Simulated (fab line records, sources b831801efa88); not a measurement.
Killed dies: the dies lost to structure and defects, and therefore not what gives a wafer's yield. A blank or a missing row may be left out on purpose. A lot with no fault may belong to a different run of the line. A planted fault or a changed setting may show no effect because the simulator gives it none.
A single fault, viewed from 2 desks ; flow sky130 ; only its own numbers are on each desk; what lay behind them is given at the end

== DESK OF THE TOOL OWNER: cvd_w-02 ==
The tool's own readings at SKY_VIA4_CVD_18 (deposits W, target thk 505 nm, time 152.14 s): means of the sampled wafers that have a number, for each lot that ran on this tool. The brackets show how far a lot's mean lies from the usual mean; more than 4 standard deviations puts the lot out of limits, marked OUT.
Columns: A = heater_power_outer_w at SKY_VIA4_CVD_18, usual 510 W; B = heater_power_w at SKY_VIA4_CVD_18, usual 861 W; C = susceptor_temp_C at SKY_VIA4_CVD_18, usual 400.03 C
lot;first seen here;A;B;C
L551;day 42 17:34;503;818;399.73
L553;day 43 04:45;498;826;400.07
L554;day 43 12:07;517;850;400.22
L558;day 44 19:55;522;840;399.84
L559;day 45 06:25;560;891;414.14 (+59) OUT
L560;day 45 11:43;702 (+10) OUT;1102 (+8.3) OUT;442.17 (+99 or more) OUT
This desk finds L559, L560 out of limits, L559 being first, at day 45 06:25 (susceptor_temp_C at SKY_VIA4_CVD_18). L551, L553, L554, L558 stayed within limits.

== FROM THE METROLOGY DESK ==
Means of the sampled wafers that have a number, per lot and without regard to the tool the lot ran on: this is what the gauges read. The brackets show how far a lot's mean lies from the usual mean; more than 4 standard deviations puts the lot out of limits, marked OUT.
Columns: A = VIA4_W_RS at SKY_VIA4_RS_MEAS_19, usual 0.2278 ohm/sq; B = VIA4_W_THK at SKY_VIA4_THK_MEAS_20, usual 518 nm
lot;first seen here;A;B
L551;day 42 17:43;0.2255;528
L553;day 43 04:55;0.2278;520
L554;day 43 12:18;0.2269;521
L558;day 44 20:04;0.2269;524
L559;day 45 06:35;0.1960 (-15) OUT;644 (+18) OUT
L560;day 45 11:53;0.1355 (-44) OUT;898 (+54) OUT
L568;day 47 08:29;0.2279;519
L571;day 48 03:16;0.2279;514
L570;day 48 03:47;0.2278;515
Finding of this desk: L559, L560 out of limits, first seen on L559 at day 45 06:35 (VIA4_W_RS at SKY_VIA4_RS_MEAS_19). L551, L553, L554, L558, L568, L571, L570 stayed within limits.

== BROUGHT TOGETHER ==
The tool owner's desk had the chance to raise an alarm at day 45 06:25 on L559, L560.
At day 45 06:35 the metrology desk could have sounded an alarm, on L559, L560.
SKY_VIA4_CVD_18 was run on cvd_w-02 by each of the lots named.

== WHAT THE SIMULATOR HAD PUT IN ==
cvd_w-02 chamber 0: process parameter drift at SKY_VIA4_CVD_18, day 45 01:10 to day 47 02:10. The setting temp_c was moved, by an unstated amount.
Shown lots that were struck: L559, L560.
Hours from the fault's start to each desk's first reading out of limits: the tool owner's desk, 5; the metrology desk, 5.
